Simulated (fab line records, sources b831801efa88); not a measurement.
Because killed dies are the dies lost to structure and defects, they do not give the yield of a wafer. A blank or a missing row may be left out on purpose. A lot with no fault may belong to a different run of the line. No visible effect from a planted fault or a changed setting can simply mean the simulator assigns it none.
2 desks looking at one fault :: flow sky130 :: numbers are kept per desk, each desk with only its own; the story behind them comes last

## THE METROLOGY DESK
What the gauges read for every lot (on any tool): the sampled wafers with a number, averaged. A lot is out of limits, marked OUT, if its mean lies more than 4 standard deviations from the usual mean; the brackets give that distance.
Columns: A = FIELD_ISO_CVD_24_THK at SKY_FIELD_ISO_THK_MEAS_25, usual 595 nm; B = VT_ADJUST_HVTP_TW at SKY_VT_ADJUST_HVTP_TW_MEAS_11, usual 1345; C = VT_ADJUST_LVTN_OVL at SKY_VT_ADJUST_LVTN_OVL_MEAS_07, usual -1.7 nm
lot: L910
first seen here: day 2 10:30
A: 591
B: 1343
C: -1.9

lot: L911
first seen here: day 2 14:37
A: 590
B: 1351
C: -1.5

lot: L913
first seen here: day 2 21:42
A: 593
B: 1349
C: -2.1

lot: L914
first seen here: day 3 04:50
A: 593
B: 1342
C: -1.4

lot: L915
first seen here: day 3 12:42
A: 593
B: 1353
C: -2.3

lot: L919
first seen here: day 4 09:38
A: 595
B: 1346
C: -3.0

lot: L922
first seen here: day 5 02:46
A: 599
B: 1348
C: -1.4

lot: L923
first seen here: day 5 08:25
A: 597
B: 1343
C: -4.3

lot: L924
first seen here: day 5 09:29
A: 598
B: 1343
C: -2.3

lot: L925
first seen here: day 5 16:28
A: 597
B: 1300 (-7.7) OUT
C: -1.6

lot: L926
first seen here: day 5 22:04
A: 592
B: 1304 (-7.0) OUT
C: -1.9

lot: L928
first seen here: day 6 05:39
A: 592
B: 1345
C: -0.6
This desk's result: L925, L926 out of limits, first on L925 (VT_ADJUST_HVTP_TW at SKY_VT_ADJUST_HVTP_TW_MEAS_11), day 10 03:09. Within limits: L910, L911, L913, L914, L915, L919, L922, L923, L924, L928.

## THE TOOL OWNER'S DESK: implanter-03
SKY_VT_ADJUST_HVTP_IMPLANT_09, tool's own readings: per-lot mean of the sampled wafers with a number, covering each lot this tool ran. A lot is out of limits, marked OUT, if its mean lies more than 4 standard deviations from the usual mean; the brackets give that distance.
Columns: A = beam_energy_keV at SKY_VT_ADJUST_HVTP_IMPLANT_09, usual 150.00
lot: L922
first seen here: day 9 11:30
A: 150.02

lot: L924
first seen here: day 9 20:59
A: 149.97

lot: L925
first seen here: day 10 02:54
A: 135.60 (-99 or more) OUT

lot: L926
first seen here: day 10 09:41
A: 135.61 (-99 or more) OUT
This desk's verdict: out of limits on L925, L926, starting with L925 at day 10 02:54 (beam_energy_keV at SKY_VT_ADJUST_HVTP_IMPLANT_09). Within limits: L922, L924.

## TAKEN TOGETHER
An alarm could have come from the tool owner's desk at day 10 02:54, on L925, L926.
Metrology desk: alarm possible at day 10 03:09 on L925, L926.
Of the lots named, all ran SKY_VT_ADJUST_HVTP_IMPLANT_09 on implanter-03.

## WHAT HAD BEEN PUT IN BY THE SIMULATOR
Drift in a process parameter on implanter-03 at SKY_VT_ADJUST_HVTP_IMPLANT_09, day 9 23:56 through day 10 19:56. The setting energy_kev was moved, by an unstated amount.
Lots struck among those shown: L925, L926.
Delay (hours) between the fault's onset and each desk's first out-of-limits reading: 3 at the tool owner's desk, 3 at the metrology desk.
